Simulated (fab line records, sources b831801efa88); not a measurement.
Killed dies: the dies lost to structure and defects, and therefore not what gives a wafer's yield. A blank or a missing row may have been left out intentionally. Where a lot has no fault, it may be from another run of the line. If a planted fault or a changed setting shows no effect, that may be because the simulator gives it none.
fab line records -- flow sky130
record: lots: 6, wafers: 18, last_day: 50
route steps=708 shown SD_N@350 SD_P@359 RES_XHIGH@360 SALICIDE@361 LI_CONTACT@362 PAD_OPEN@708
lots untouched by any fault: they come from a run of this same line in which no faults occurred
start_h: the number of hours between the record's first day and the start of the first shown wafer of the lot -- wait_h: hours since the lot's step before -- " identical to the entry in the row above -- L1.1+2: one row covering several wafers at once -- - no value, or no start given -- * or withheld: withheld -- < > ~ a bound
route shown NAME@n: a module of which the file shows steps, and the number in the route of the first -- usual: mean and standard deviation over wafers with no fault -- same: alike in all rows -- chamber/n: place in a boat -- sites: per-site readings -- _std_site: their standard deviation -- _edge_site: mean of outer sites minus mean of inner sites -- radius_mm: how far each site lies from the wafer's centre -- mask NAME#n: copy n -- behind: tool/chamber where the wafer was last shaped -- hold: the reason the lot was held/the length of the hold in hours/how it ended -- device: the transistor (n, p or np) that didn't switch -- end of line: tests run on the same wafers once the route is complete -- for a step that has no rows: nothing shown but its recipe -- killed: count of dies lost to structure and defects at first sort (not the wafer's yield) -- map: per-die view of a wafer (x killed, . not killed, _ where there is no die)
set.NAME: the setting that was run; set.NAME@STEP: the one run at that earlier step -- model.NAME: the simulator's own value behind a step, which no gauge read
lots at some steps of the route; a table a step, a row a wafer
services: when a tool's chamber went out of use (start_h, in hours from the record's first day, below 0 if earlier), for how many hours, and the reason
== steps ==
step: SKY_SD_N_OVL_MEAS_08
usual: SD_N_OVL: 0.2/1.3
lot.wafer,tool,chamber,start_h,wait_h,SD_N_OVL[nm]
L100.2,overlay-01,-,670.47,0.1,2.5
L100.3,overlay-01,-,670.47,0.1,1.1
L100.5,overlay-01,-,670.47,0.1,2.5
L103.3,overlay-01,-,698.33,0.1,0.7
L103.4,overlay-01,-,698.33,0.1,1.4
L103.6,overlay-01,-,698.33,0.1,1.1
L104.3,overlay-02,-,711.02,0.1,0.1
L104.4,overlay-02,-,711.02,0.1,1.7
L104.6,overlay-02,-,711.02,0.1,2.1
L116.2,overlay-01,-,799.28,0.1,1.5
L116.4,overlay-01,-,799.28,0.1,-0.1
L116.5,overlay-01,-,799.28,0.1,0.1
L118.2,overlay-01,-,815.57,0.1,0.8
L118.3,overlay-01,-,815.57,0.1,1.6
L118.6,overlay-01,-,815.57,0.1,0.4
L120.1,overlay-02,-,828.66,0.1,0.4
L120.3,overlay-02,-,828.66,0.1,1.4
L120.5,overlay-02,-,828.66,0.1,-0.5
step: SKY_SD_N_IMPLANT_09
recipe: species: As, energy_kev: 50, dose_cm2: 4e+15, tilt_deg: 0
step: SKY_SD_N_IMPLANT_10
recipe: species: P, energy_kev: 20, dose_cm2: 1e+14, tilt_deg: 0
step: SKY_SD_N_STRIP_11
recipe: chemistry: O2/N2, power_w: 1400, pressure_mtorr: 1500, platen_temp_c: withheld, o2_flow_sccm: 3000, n2_flow_sccm: 300, overash_fraction: 0.5
usual: drypump_motor_current_A: 5.9/0.47, oes_product_au: 0.528/0.0044, strip_time_to_endpoint_s: 22.55/0.039
lot.wafer,tool,chamber,start_h,wait_h,drypump_motor_current_A,oes_product_au,rf_hours_counter_h,strip_time_to_endpoint_s
L100.2,plasma_asher-03,0,670.80,0.1,4.9,0.529,95,22.59
L100.3,plasma_asher-03,0,670.80,0.1,4.9,0.530,-,22.54
L100.5,plasma_asher-03,1,670.80,0.1,5.8,0.528,-,22.49
L103.3,plasma_asher-02,0,698.69,0.1,6.1,0.537,-,22.60
L103.4,plasma_asher-02,1,698.69,0.1,5.8,0.517,-,22.62
L103.6,plasma_asher-02,0,698.69,0.1,6.1,0.523,-,22.59
L104.3,plasma_asher-02,1,711.38,0.1,5.8,0.522,-,22.58
L104.4,plasma_asher-02,0,711.38,0.1,6.1,0.529,-,22.54
L104.6,plasma_asher-02,0,711.38,0.1,6.1,0.523,-,22.59
L116.2,plasma_asher-01,1,799.61,0.1,6.1,0.527,102,22.56
L116.4,plasma_asher-01,1,799.61,0.1,6.1,0.525,-,22.53
L116.5,plasma_asher-01,0,799.61,0.1,6.6,0.534,-,22.59
L118.2,plasma_asher-02,0,815.90,0.1,6.1,0.515,37,22.56
L118.3,plasma_asher-02,0,815.90,0.1,6.1,0.524,-,22.59
L118.6,plasma_asher-02,1,815.90,0.1,5.7,0.530,-,22.56
L120.1,plasma_asher-03,1,829.00,0.1,5.7,0.531,6,22.56
L120.3,plasma_asher-03,1,829.00,0.1,5.8,0.525,-,22.57
L120.5,plasma_asher-03,0,829.00,0.1,4.9,0.522,-,22.56
step: SKY_SD_N_TW_MEAS_12
usual: SD_N_TW: 4004/26
lot.wafer,tool,chamber,start_h,wait_h,SD_N_TW
L100.2,film_metro-04,-,670.91,0.1,3985
L100.3,film_metro-04,-,670.91,0.1,3996
L100.5,film_metro-04,-,670.91,0.1,3975
L103.3,film_metro-02,-,698.78,0.1,3995
L103.4,film_metro-02,-,698.78,0.1,3990
L103.6,film_metro-02,-,698.78,0.1,3996
L104.3,film_metro-01,-,711.47,0.1,4011
L104.4,film_metro-01,-,711.47,0.1,4004
L104.6,film_metro-01,-,711.47,0.1,3996
L116.2,film_metro-02,-,799.72,0.1,4013
L116.4,film_metro-02,-,799.72,0.1,4022
L116.5,film_metro-02,-,799.72,0.1,3994
L118.2,film_metro-01,-,816.01,0.1,4046
L118.3,film_metro-01,-,816.01,0.1,4054
L118.6,film_metro-01,-,816.01,0.1,4061
L120.1,film_metro-04,-,829.10,0.1,3979
L120.3,film_metro-04,-,829.10,0.1,3998
L120.5,film_metro-04,-,829.10,0.1,4000
step: SKY_SD_N_CLEAN_13
recipe: chemistry: SC1/SC2, mix: 1:4:20, temp_c: 70, time_s: 150, dry: n2_spin
step: SKY_SD_N_RTA_14
recipe: temp_c: 1075, time_s: 2, idle_temp_c: 650, ramp_up_c_per_s: 150, ramp_down_c_per_s: 90, ambient: N2
usual: lamp_power_pct: 15.74/0.045, wafer_temp_C_max: 1078.2/1.4
lot.wafer,tool,chamber,start_h,wait_h,lamp_power_pct,wafer_temp_C_max
L100.2,rtp_anneal-02,0,671.02,0.0,15.84,1076.9
L100.3,rtp_anneal-02,0,671.02,0.0,15.67,1077.7
L100.5,rtp_anneal-02,0,671.02,0.0,15.75,1077.1
L103.3,rtp_anneal-01,0,698.88,0.0,15.71,1078.6
L103.4,rtp_anneal-01,0,698.88,0.0,15.73,1078.2
L103.6,rtp_anneal-01,0,698.88,0.0,15.70,1076.8
L104.3,rtp_anneal-02,0,711.57,0.0,15.87,1081.8
L104.4,rtp_anneal-02,0,711.57,0.0,15.71,1077.9
L104.6,rtp_anneal-02,0,711.57,0.0,15.81,1079.2
L116.2,rtp_anneal-02,0,799.82,0.0,15.71,1078.8
L116.4,rtp_anneal-02,0,799.82,0.0,15.79,1079.6
L116.5,rtp_anneal-02,0,799.82,0.0,15.70,1077.4
L118.2,rtp_anneal-02,0,816.12,0.0,15.75,1078.4
L118.3,rtp_anneal-02,0,816.12,0.0,15.74,1079.2
L118.6,rtp_anneal-02,0,816.12,0.0,15.68,1076.7
L120.1,rtp_anneal-02,0,829.41,0.0,15.72,1078.7
L120.3,rtp_anneal-02,0,829.41,0.0,15.78,1077.3
L120.5,rtp_anneal-02,0,829.41,0.0,15.68,1078.4
step: SKY_SD_N_RS_MEAS_16
recipe: thk_meas_gauge: four-point-probe
usual: SD_N_RS: 68.61/0.11
lot.wafer,tool,chamber,start_h,wait_h,SD_N_RS[ohm/sq]
L100.2,film_metro-02,-,671.20,0.1,68.60
L100.3,film_metro-02,-,671.20,0.1,68.48
L100.5,film_metro-02,-,671.20,0.1,68.41
L103.3,film_metro-01,-,699.08,0.1,68.80
L103.4,film_metro-01,-,699.08,0.1,68.87
L103.6,film_metro-01,-,699.08,0.1,68.73
L104.3,film_metro-04,-,711.77,0.1,68.61
L104.4,film_metro-04,-,711.77,0.1,68.66
L104.6,film_metro-04,-,711.77,0.1,68.60
L116.2,film_metro-01,-,800.03,0.1,68.54
L116.4,film_metro-01,-,800.03,0.1,68.63
L116.5,film_metro-01,-,800.03,0.1,68.62
L118.2,film_metro-01,-,816.30,0.1,68.65
L118.3,film_metro-01,-,816.30,0.1,68.51
L118.6,film_metro-01,-,816.30,0.1,68.60
L120.1,film_metro-04,-,829.59,0.1,68.50
L120.3,film_metro-04,-,829.59,0.1,68.59
L120.5,film_metro-04,-,829.59,0.1,68.52
step: SKY_SD_N_RS_MEAS_17
recipe: thk_meas_gauge: four-point-probe
usual: SD_P_RS: 147.2/0.34
lot.wafer,tool,chamber,start_h,wait_h,SD_P_RS[ohm/sq]
L100.2,film_metro-02,-,671.32,0.1,147.3
L100.3,film_metro-02,-,671.32,0.1,147.4
L100.5,film_metro-02,-,671.32,0.1,146.9
L103.3,film_metro-01,-,699.20,0.1,147.4
L103.4,film_metro-01,-,699.20,0.1,147.6
L103.6,film_metro-01,-,699.20,0.1,147.6
L104.3,film_metro-04,-,711.89,0.1,147.2
L104.4,film_metro-04,-,711.89,0.1,147.3
L104.6,film_metro-04,-,711.89,0.1,147.0
L116.2,film_metro-01,-,800.15,0.1,147.4
L116.4,film_metro-01,-,800.15,0.1,147.5
L116.5,film_metro-01,-,800.15,0.1,147.4
L118.2,film_metro-01,-,816.42,0.1,147.3
L118.3,film_metro-01,-,816.42,0.1,147.1
L118.6,film_metro-01,-,816.42,0.1,147.4
L120.1,film_metro-04,-,829.71,0.1,147.1
L120.3,film_metro-04,-,829.71,0.1,146.8
L120.5,film_metro-04,-,829.71,0.1,146.7
step: SKY_SD_N_RS_MEAS_18
recipe: thk_meas_gauge: four-point-probe
usual: RES_XHIGH_RS: 333.7/1.3
lot.wafer,tool,chamber,start_h,wait_h,RES_XHIGH_RS[ohm/sq]
L100.2,film_metro-02,-,671.44,0.1,335.2
L100.3,film_metro-02,-,671.44,0.1,334.1
L100.5,film_metro-02,-,671.44,0.1,333.4
L103.3,film_metro-01,-,699.32,0.1,334.4
L103.4,film_metro-01,-,699.32,0.1,335.3
L103.6,film_metro-01,-,699.32,0.1,334.2
L104.3,film_metro-04,-,712.01,0.1,334.1
L104.4,film_metro-04,-,712.01,0.1,333.1
L104.6,film_metro-04,-,712.01,0.1,335.2
L116.2,film_metro-01,-,800.27,0.1,333.4
L116.4,film_metro-01,-,800.27,0.1,333.8
L116.5,film_metro-01,-,800.27,0.1,334.4
L118.2,film_metro-01,-,816.54,0.1,331.8
L118.3,film_metro-01,-,816.54,0.1,331.5
L118.6,film_metro-01,-,816.54,0.1,332.5
L120.1,film_metro-04,-,829.83,0.1,334.9
L120.3,film_metro-04,-,829.83,0.1,334.6
L120.5,film_metro-04,-,829.83,0.1,334.5
step: SKY_SALICIDE_CLEAN_00
recipe: chemistry: HF-last, time_s: 30, dilution: 100:1, dry: ipa_marangoni
step: SKY_LI_CONTACT_HDPCVD_00
recipe: material: PSG, target_thk_nm: 930, sigma_open_frac: 0.3, time_s: 155, temp_c: 600, sih4_flow_sccm: 60, pressure_mtorr: 6
usual: run_length_s: 182.7/0.58
lot.wafer,tool,chamber,start_h,wait_h,run_length_s,model.PSG_of_LI_CONTACT_HDPCVD_00.thk_nm
L100.2,hdpcvd-02,1,671.56,0.0,182.0,932
L100.3,hdpcvd-02,2,671.56,0.0,182.1,922
L100.5,hdpcvd-02,1,671.56,0.0,182.1,926.4
L103.3,hdpcvd-02,1,699.42,0.0,182.1,934.3
L103.4,hdpcvd-02,0,699.42,0.0,182.6,917.1
L103.6,hdpcvd-02,1,699.42,0.0,182.3,931.6
L104.3,hdpcvd-01,1,712.11,0.0,183.1,943.8
L104.4,hdpcvd-01,0,712.11,0.0,183.7,953
L104.6,hdpcvd-01,2,712.11,0.0,182.5,935.9
L116.2,hdpcvd-01,2,800.38,0.0,182.4,926
L116.4,hdpcvd-01,0,800.38,0.0,195.5,1004
L116.5,hdpcvd-01,2,800.38,0.0,182.4,931.3
L118.2,hdpcvd-01,1,816.66,0.0,183.5,940.7
L118.3,hdpcvd-01,2,816.66,0.0,182.2,938.9
L118.6,hdpcvd-01,0,816.66,0.0,195.1,1017
L120.1,hdpcvd-02,0,829.96,0.0,182.8,931.9
L120.3,hdpcvd-02,1,829.96,0.0,182.1,937.5
L120.5,hdpcvd-02,1,829.96,0.0,182.0,936.8
step: SKY_LI_CONTACT_THK_MEAS_01
recipe: reads: PSG_of_LI_CONTACT_HDPCVD_00
usual: LI_CONTACT_HDPCVD_THK: 931/9.4
lot.wafer,tool,chamber,start_h,wait_h,LI_CONTACT_HDPCVD_THK[nm]
L100.2,film_metro-04,-,671.67,0.1,932
L100.3,film_metro-04,-,671.67,0.1,922
L100.5,film_metro-04,-,671.67,0.1,926
L103.3,film_metro-01,-,699.54,0.1,934
L103.4,film_metro-01,-,699.54,0.1,917
L103.6,film_metro-01,-,699.54,0.1,931
L104.3,film_metro-02,-,712.23,0.1,943
L104.4,film_metro-02,-,712.23,0.1,954
L104.6,film_metro-02,-,712.23,0.1,937
L116.2,film_metro-02,-,800.50,0.1,927
L116.4,film_metro-02,-,800.50,0.1,1003
L116.5,film_metro-02,-,800.50,0.1,932
L118.2,film_metro-04,-,816.77,0.1,940
L118.3,film_metro-04,-,816.77,0.1,938
L118.6,film_metro-04,-,816.77,0.1,1017
L120.1,film_metro-02,-,830.07,0.1,931
L120.3,film_metro-02,-,830.07,0.1,937
L120.5,film_metro-02,-,830.07,0.1,937
step: SKY_LI_CONTACT_CMP_02
recipe: material: PSG, down_force_psi: 4, platen_rpm: 60, pad_velocity_m_s: 0.94248
usual: head_pressure_psi: 3.998/0.0087, motor_current_A: 12.1/1, time_to_endpoint_s: 32.8/2.3
lot.wafer,tool,chamber,start_h,wait_h,head_pressure_psi,motor_current_A,time_to_endpoint_s
L100.3,cmp-02,0,671.82,0.1,4.001,10.8,35.6
L100.2,cmp-02,1,671.82,0.1,4.005,11.3,33.9
L100.5,cmp-02,3,671.82,0.1,3.994,12.0,34.9
L103.4,cmp-02,1,699.63,0.1,3.990,10.9,30.9
L103.3,cmp-02,2,699.63,0.1,3.994,10.7,33.6
L103.6,cmp-02,1,699.63,0.1,3.991,11.4,33.8
L104.3,cmp-01,2,712.37,0.1,3.992,12.6,32.4
L104.4,cmp-01,3,712.37,0.1,3.986,12.8,31.2
L104.6,cmp-01,0,712.37,0.1,3.978,12.8,30.6
L116.2,cmp-02,0,800.55,0.0,4.002,11.0,35.0
L116.4,cmp-02,3,800.55,0.0,4.011,11.5,43.3
L116.5,cmp-02,0,800.55,0.0,4.002,10.8,35.0
L118.2,cmp-02,3,816.92,0.1,3.993,11.3,34.0
L118.3,cmp-02,0,816.92,0.1,4.003,11.7,33.9
L118.6,cmp-02,2,816.92,0.1,3.994,10.8,43.8
L120.3,cmp-01,3,830.27,0.2,4.005,13.6,33.3
L120.1,cmp-01,1,830.27,0.2,3.991,13.2,30.6
L120.5,cmp-01,3,830.27,0.2,4.013,12.2,33.2
step: SKY_LI_CONTACT_BOW_MEAS_03
recipe: mode: bow
usual: LI_CONTACT_BOW: 57/6.5
lot.wafer,tool,chamber,start_h,wait_h,LI_CONTACT_BOW[um]
L100.2,film_metro-02,-,672.04,0.1,60
L100.3,film_metro-02,-,672.04,0.1,57
L100.5,film_metro-02,-,672.04,0.1,49
L103.3,film_metro-01,-,699.92,0.2,50
L103.4,film_metro-01,-,699.92,0.2,53
L103.6,film_metro-01,-,699.92,0.2,52
L104.3,film_metro-04,-,712.61,0.2,58
L104.4,film_metro-04,-,712.61,0.2,57
L104.6,film_metro-04,-,712.61,0.2,47
L116.2,film_metro-02,-,800.87,0.3,39
L116.4,film_metro-02,-,800.87,0.3,54
L116.5,film_metro-02,-,800.87,0.3,49
L118.2,film_metro-02,-,817.14,0.2,56
L118.3,film_metro-02,-,817.14,0.2,57
L118.6,film_metro-02,-,817.14,0.2,53
L120.1,film_metro-02,-,830.52,0.1,58
L120.3,film_metro-02,-,830.52,0.1,47
L120.5,film_metro-02,-,830.52,0.1,45
step: SKY_PAD_OPEN_PROBE_99
usual: killed_at_M0_to_M3: 43/6.5, killed_at_M4_up: 3.2/1.8, killed_at_contacts: 24/5.2, killed_at_front_end: 15/4, killed_at_other: 0.4/0.69, killed_dies: 86/8.7, killed_open: 47/7, killed_short: 39/5.7
same: gross_dies: 492, killed_at_back_side: 0
lot.wafer,tool,chamber,start_h,wait_h,killed_at_M0_to_M3,killed_at_M4_up,killed_at_contacts,killed_at_front_end,killed_at_other,killed_dies,killed_open,killed_short
L104.3,prober-01,-,1123.82,0.2,52,4,20,10,0,86,43,43
L104.4,prober-01,-,1123.87,0.2,49,2,24,13,1,89,54,35
L104.6,prober-01,-,1123.97,0.2,39,5,20,11,0,75,38,37
L118.2,prober-01,-,1191.76,0.1,49,5,27,18,1,100,56,44
L118.3,prober-01,-,1191.81,0.2,36,3,27,23,0,89,53,36
L118.6,prober-01,-,1191.96,0.2,39,3,20,15,0,77,41,36
killed by level:class
L104.3 VIA3:geometric_particle:open=12 CONTACT:geometric_particle:open=9 VIA1:geometric_particle:short=9 VIA1:geometric_particle:open=6 METAL1:geometric_particle:short=5 VIA3:geometric_particle:short=4 LOCAL_INTERCONNECT:geometric_particle:short=4 METAL2:geometric_particle:short=4
L104.4 CONTACT:geometric_particle:open=15 VIA2:geometric_particle:open=11 METAL1:geometric_particle:short=9 VIA1:geometric_particle:open=8 VIA3:geometric_particle:open=7 METAL2:geometric_particle:short=5 LI_CONTACT:geometric_particle:open=4 POLY_GATE:geometric_particle:open=3
L104.6 VIA1:geometric_particle:open=11 CONTACT:geometric_particle:open=7 VIA2:geometric_particle:open=7 FIELD_ISO:geometric_particle:short=4 POLY_GATE:geometric_particle:open=4 CONTACT:geometric_particle:short=4 METAL3:geometric_particle:short=4 VIA3:geometric_particle:short=4
L118.2 CONTACT:geometric_particle:open=11 VIA3:geometric_particle:open=9 FIELD_ISO:geometric_particle:open=7 VIA1:geometric_particle:open=7 VIA1:geometric_particle:short=7 VIA2:geometric_particle:open=7 LOCAL_INTERCONNECT:geometric_particle:short=6 LI_CONTACT:geometric_particle:open=5
L118.3 CONTACT:geometric_particle:open=11 FIELD_ISO:geometric_particle:open=9 VIA3:geometric_particle:open=9 VIA1:geometric_particle:open=6 VIA1:geometric_particle:short=5 LI_CONTACT:geometric_particle:open=5 LOCAL_INTERCONNECT:geometric_particle:short=4 METAL1:geometric_particle:short=4
L118.6 VIA1:geometric_particle:open=9 CONTACT:geometric_particle:open=8 METAL2:geometric_particle:short=6 LI_CONTACT:geometric_particle:open=5 CONTACT:geometric_particle:short=5 VIA1:geometric_particle:short=5 POLY_GATE:geometric_particle:open=4 VIA2:geometric_particle:open=4
== services ==
tool,chamber,start_h,hours,kind
hdpcvd-02,-,650.75,15.0,pm
hdpcvd-02,0,650.75,15.0,vent_cycle
hdpcvd-02,1,650.75,15.0,vent_cycle
hdpcvd-02,2,650.75,15.0,vent_cycle
hdpcvd-02,0,665.75,-,clean
rtp_anneal-01,-,706.95,8.0,pm
hdpcvd-02,-,713.64,2.1,repair
rtp_anneal-02,-,714.96,67.1,pm
cmp-01,-,727.88,1.6,repair
plasma_asher-03,-,733.75,9.0,pm
cmp-02,-,744.00,4.0,pm
plasma_asher-01,-,746.89,2.4,repair
cmp-02,-,748.00,-,consumable_replace:conditioner
cmp-02,-,748.00,-,consumable_replace:pad
hdpcvd-02,-,753.40,2.0,repair
plasma_asher-02,-,758.22,2.8,pm
cmp-02,-,781.12,2.5,repair
plasma_asher-03,-,789.07,23.1,repair
cmp-02,-,791.38,7.0,pm
plasma_asher-03,-,797.02,1.1,repair
cmp-01,-,807.81,5.0,pm
cmp-01,-,813.17,1.7,repair
plasma_asher-01,-,815.53,3.4,repair
cmp-02,-,829.14,5.0,repair
== key ==
first_sign: step: SKY_LI_CONTACT_HDPCVD_00, reading: run_length_s, direction: up, sigmas: 22, usual: *, struck: *
effect: step: SKY_LI_CONTACT_THK_MEAS_01, reading: LI_CONTACT_HDPCVD_THK, direction: up, sigmas: 8.4, usual: 931, struck: 1010
effect: step: SKY_LI_CONTACT_CMP_02, reading: time_to_endpoint_s, direction: up, sigmas: 4.6, usual: *, struck: *
model_effect: step: SKY_LI_CONTACT_HDPCVD_00, value: PSG_of_LI_CONTACT_HDPCVD_00.thk_nm, without: 940.3, struck: 1010
met_at SKY_LI_CONTACT_HDPCVD_00
struck_wafers L116.4,L118.6
tester_left_out L116,L118
onset_between 712.11 800.38
fault: kind: process_parameter_drift, tool: hdpcvd-01, chamber: 0, onset_h: 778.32, steps: SKY_LI_CONTACT_HDPCVD_00, channel: time_s, offset: *, shape: step, end_h: 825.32, acts_in: *, stated: *
tester_left_out: of these lots the tester's yield and bins aren't shown, on N5 and GAA mostly nor the transistor test; their killed dies are dies lost to structure and defects alone, not to doping, threshold or leakage, so they don't give the yield
